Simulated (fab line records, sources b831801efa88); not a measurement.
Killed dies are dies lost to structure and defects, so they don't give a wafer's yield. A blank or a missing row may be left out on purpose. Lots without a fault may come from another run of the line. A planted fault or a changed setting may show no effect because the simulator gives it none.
Chamber matching | flow gf180mcu | GF_STI_ETCH_14 on rie_si-01: 4 sister chambers
The step etches Si in HBr/Cl2/O2, target depth 360 nm, time 102.9 s. 7 wafers are shown with their chamber, then 7 later ones without.

WAFERS WITH THEIR CHAMBER
wafer  | chamber | drypump_motor_current_A (A) | run_length_s (s)
L547.5 | 0       | 5.83                        | 131.8
L562.1 | 1       | 5.76                        | 131.0
L562.2 | 0       | 5.84                        | 131.6
L563.3 | 3       | 5.97                        | 130.9
L563.5 | 2       | 6.11                        | 131.4
L565.2 | 2       | 6.13                        | 131.7
L565.3 | 1       | 5.76                        | 131.3

WAFERS WITHOUT THEIR CHAMBER
wafer  | drypump_motor_current_A (A) | run_length_s (s)
L565.6 | 5.85                        | 131.6
L568.3 | 5.76                        | 131.4
L568.4 | 5.81                        | 132.2
L568.5 | 5.92                        | 131.6
L569.2 | 5.76                        | 130.9
L569.3 | 5.98                        | 131.1
L569.6 | 6.16                        | 131.4

WHICH CHAMBER EACH WENT THROUGH
wafer  | from the rows above | in truth
L565.6 | 0                   | 0
L568.3 | 1                   | 1
L568.4 | 0                   | 0
L568.5 | 3                   | 3
L569.2 | 1                   | 1
L569.3 | 3                   | 3
L569.6 | 2                   | 2
Placed correctly: 7 of 7. Can't be placed from these rows: 0. Placed wrongly: 0.
How it was worked out, from the rows above alone: a wafer's distance from a chamber is the root of the sum, over the readings, of the square of ((its reading less the chamber's mean) divided by the reading's scatter). The wafer belongs to the nearest chamber; if the next one is less than 2 further off, it can't be placed. A chamber's mean is the mean of its shown wafers. The scatter: the root of (the sum of the squares of (reading less its chamber's mean) over the shown wafers, divided by (wafers less chambers)).
